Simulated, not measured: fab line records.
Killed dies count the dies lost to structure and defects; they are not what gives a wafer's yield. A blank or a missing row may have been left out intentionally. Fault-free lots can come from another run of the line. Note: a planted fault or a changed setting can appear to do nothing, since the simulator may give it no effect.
Comparing a struck lot with a sound one :: flow sky130 :: 17 out of 708 route steps
Sound: wafers L731.1, L731.2, L731.3. Wafers L735.1, L735.3, L735.4 were the ones struck. Last of all comes the cause.
Each step with rows lists, per side, the tool, then ch with its chambers, then its first start. Under that, the readings that differ: sound wafers :: struck wafers :: difference of the means :: sigmas: that difference in standard deviations of wafers without a fault.
alike: a reading whose means differ by less than 2 such deviations, as well as words and numbers matching on both sides. not compared: withheld readings; readings where some wafer has no value; bounds like >300 that might hide an equal value; numbers whose values overlap and for which the record gives no deviation.
Wherever a step has rows on one side only, a row that says differs or no value, or a row with sigmas, the two part there. Numbers that have no deviation but don't overlap get no sigmas and don't part them. A reading that every wafer of one side lacks parts them only if that side has two wafers or more.

SKY_LDD_P_OVL_MEAS_08:
  sound: overlay-02 at day 20 10:44; struck: overlay-02 at day 22 02:14
  alike: LDD_P_OVL
then, 1 step without rows for these wafers: SKY_LDD_P_IMPLANT_09.
SKY_LDD_P_STRIP_10: strips in O2/N2.
  sound on plasma-asher-02 ch 0,1, day 20 10:56; struck on plasma-asher-01 ch 0,1, day 22 02:25
reading: strip-time-to-endpoint-s (s)
sound: 14.18 14.21 14.20
struck: 14.09 14.14 14.11
difference: -0.08
sigmas: -2
  alike: chamber-pressure-mTorr, drypump-motor-current-A, oes-product-au
  not compared: rf-hours-counter-h
SKY_LDD_P_TW_MEAS_11:
  sound: film-metro-02 at day 20 11:02; struck: film-metro-02 at day 22 02:31
  alike: LDD_P_TW
then, 7 steps without rows for these wafers: SKY_LDD_HVN_DEHYDRATE_00 (time 60 s); SKY_LDD_HVN_HMDS_01 (prime time 60 s); SKY_LDD_HVN_COAT_02 (resist thk 300 nm); SKY_LDD_HVN_SOFTBAKE_03 (time 60 s); SKY_LDD_HVN_EXPOSE_04 (exposes mask HVNTM, target cd 700 nm); SKY_LDD_HVN_PEB_05; SKY_LDD_HVN_DEVELOP_06 (develop time 60 s).
SKY_LDD_HVN_OVL_MEAS_07:
  sound: overlay-02 at day 21 17:04; struck: overlay-02 at day 23 09:37
  alike: LDD_HVN_OVL
SKY_LDD_HVN_IMPLANT_08:
  sound on implanter-03 ch 0, day 21 17:06; struck on implanter-03 ch 0, day 23 09:39
reading: tilt-deg (degrees)
sound: 40.028 40.018 40.008
struck: 0.019 0.016 0.017
difference: -40.001
sigmas: -99 or more
  alike: faraday-current-uA
SKY_LDD_HVN_STRIP_09: strips in O2/N2.
  sound on plasma-asher-01 ch 0,1, day 21 17:15; struck on plasma-asher-02 ch 0,1, day 23 09:48
  alike: chamber-pressure-mTorr, drypump-motor-current-A, oes-product-au, strip-time-to-endpoint-s
  not compared: rf-hours-counter-h
SKY_LDD_HVN_TW_MEAS_10:
  sound: film-metro-01 at day 21 17:21; struck: film-metro-02 at day 23 09:54
reading: LDD_HVN_TW
sound: 1441 1448 1447
struck: 1274 1269 1269
difference: -175
sigmas: -25
then, 1 step without rows for these wafers: SKY_LDD_HVP_DEHYDRATE_00 (time 60 s).
-- here the record skips 24 days between the struck wafers' starts before and after, leaving off in module LDD_HVP and picking up in module PAD_OPEN (first step shown: number 708 of the route) --
SKY_PAD_OPEN_PROBE_99:
  sound: prober-02 at day 46 21:05; struck: prober-02 at day 47 21:37
reading: model.etest.tip_n_5v.rs-ohm-sq
sound: 1392 1378 1377
struck: 996.2 1001 997.9
difference: -384.0
sigmas: 

reading: model.etest.nfet-g5v0d10v5.r-on-ohm-um
sound: 1878 1866 1867
struck: 1837 1824 1848
difference: -34
sigmas: 

reading: model.etest.nfet-g5v0d10v5.drive-ua-um
sound: 612.4 615.1 605.9
struck: 621 616.4 620.1
difference: +8
sigmas: 

reading: model.etest.res-ndiff-hv.rs-ohm-sq
sound: 113.9 114.1 113.4
struck: 111.8 112.4 111.8
difference: -1.8
sigmas: 

reading: model.etest.nfet-g5v0d10v5.vt-sat-v (V)
sound: 0.7557 0.7688 0.7658
struck: 0.7524 0.7503 0.7455
difference: -0.0140
sigmas: 
  alike: killed_at_M0_to_M3, killed_at_M4_up, killed-at-contacts, killed-at-front-end, killed-at-other, killed-dies, killed-open, killed-short
  not compared: model.etest.ring_5v.delay-ps

== WHERE THEY PART ==
Last at SKY_LDD_HVN_TW_MEAS_10 as far as this record goes, first at SKY_LDD_P_STRIP_10. Later steps at which nothing parts them and some readings are alike: SKY_PAD_OPEN_PROBE_99.

WHY: whatever the simulator had introduced
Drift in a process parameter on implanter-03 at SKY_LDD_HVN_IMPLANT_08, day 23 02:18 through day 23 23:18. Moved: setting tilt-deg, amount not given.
